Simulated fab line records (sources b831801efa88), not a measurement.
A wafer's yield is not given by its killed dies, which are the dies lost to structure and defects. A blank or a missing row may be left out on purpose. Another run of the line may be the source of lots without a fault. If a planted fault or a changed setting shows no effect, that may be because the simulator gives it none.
Code-filled problem report in 8D (eight disciplines) form / flow gf180mcu / the parts of the form that need people (team, actions taken, sign-off) are left out

== 1. PROBLEM STATEMENT ==
V2_CVD_02_THK at GF_V2_THK_MEAS_03 reads a mean of 400 nm on 1 wafer of 1 lot; wafers without a fault read 850 nm with a standard deviation of 9.8. Measured from the usual mean, that is -46 standard deviations.
The first sign was on wafer L124.4 at day 27 03:00, on film-metro-04. The record has a number at this step for 39 wafers belonging to 13 lots. Rule for "out" (also "out of limits"): further than 4 standard deviations from the usual mean. The other wafers with a number count as sound.

== 2. WHAT THIS IS AND IS NOT ==
question=which readings at this step; is=V2_CVD_02_THK; is not=-
question=which lots; is=L124; is not=L102, L103, L105, L108, L109, L110, L111, L112, L113, L114, L115, L116
question=which wafers of those lots; is=L124.4; is not=L124.3, L124.6
question=read on which gauges; is=film-metro-04; is not=film-metro-01, film-metro-02
question=when; is=from day 27 03:00; is not=up to then (38 sound wafers)

== 3. SUSPECTS, AND WHAT RULES EACH OUT ==
Counting: a tool at a process step up to the reading stays a suspect if it ran every lot that is out. Sound lots after the first of them don't rule it out here, since some wafers of a struck lot are sound.
- the gauge at GF_V2_THK_MEAS_03: ruled out. All the wafers that are out were read on film-metro-04, but those of them that GF_V2_CMP_04 has rows for are out there too, on other tools.
- pvd-sputter-01 at GF_V1_SPUTTER_21 (material Ti, target thk 15 nm, time 80.02 s): kept. L124, the lot that is out, went through it at day 26 04:29; up to then, the latest sound lot through it was L110 at day 21 15:43.
- pvd-sputter-02 at GF_M2_SPUTTER_04 (material TiN, target thk 50 nm, time 41.7 s): kept. L124, the lot that is out, went through it at day 26 05:21; up to then, the latest sound lot through it was L111 at day 22 00:35.
- rie-metal-02 at GF_M2_METAL_ETCH_16 (etches the open film in Cl2/BCl3, stops on SiO2, target depth 750.8 nm, time 125.1 s): kept. L124, the lot that is out, went through it at day 27 02:09; up to then, the latest sound lot through it was L116 at day 24 14:43.
- pecvd-02 at GF_V2_CVD_02 (deposits SiO2 from TEOS, target thk 850 nm, time 94.851 s): kept. L124, the lot that is out, went through it at day 27 02:55; up to then, the latest sound lot through it was L115 at day 24 10:07.
- The sound lot-mates ran in chamber 0 of rie-metal-02 at GF_M2_METAL_ETCH_16, but the wafers that are out ran in chamber 1.
Left after counting: pvd-sputter-01 at GF_V1_SPUTTER_21, pvd-sputter-02 at GF_M2_SPUTTER_04, rie-metal-02 at GF_M2_METAL_ETCH_16, pecvd-02 at GF_V2_CVD_02.

== 4. THE CAUSE (what the simulator had put in) ==
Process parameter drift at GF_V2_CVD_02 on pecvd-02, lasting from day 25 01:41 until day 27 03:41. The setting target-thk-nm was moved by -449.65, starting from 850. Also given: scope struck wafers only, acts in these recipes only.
This tool is one of the 4 suspects left after counting.

== 5. SEQUENCE OF EFFECTS, ordered by route ==
Rows list readings where the struck wafers' mean (over those with a number) sits beyond 3 standard deviations from the usual. Only readings for which the record gives a usual standard deviation are gone through. hours: the time from each lot's start at the first step in this table that gives one to its start at this step, as a median over the lots. sigmas: the change in usual standard deviations.
hours=0; step=GF_V2_THK_MEAS_03; reading=V2_CVD_02_THK; usual=850 nm; on struck wafers=400; change=-450; sigmas=-46
hours=0; step=GF_V2_CMP_04; reading=time-to-endpoint-s; usual=79 s; on struck wafers=24; change=-55; sigmas=-12
hours=-; step=GF_V2_ETCH_17; reading=oes-product-au; usual=0.856 a.u.; on struck wafers=0.680; change=-0.176; sigmas=-37
Process steps it contains:
- GF_V2_CMP_04: polishes SiO2.
- GF_V2_ETCH_17: etches SiO2 in C4F8/O2/Ar, stops on TiN, target depth 630 nm.

== 6. HOW IT WOULD HAVE BEEN CAUGHT EARLIER ==
49 hours passed between the start of the fault at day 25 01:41 and the first reading out of limits at a measuring or inspecting step in this record, taken at day 27 03:00.
No tool reading at GF_V2_CVD_02 that has a usual standard deviation in the record was out on any struck wafer, so an alarm limit of 4 standard deviations on those readings would not have fired.
The start of GF_V2_CVD_02 on pecvd-02 came by day 27 03:00 for every one of the lots that are out (1). Tool hold at that time: it would have spared none of them.
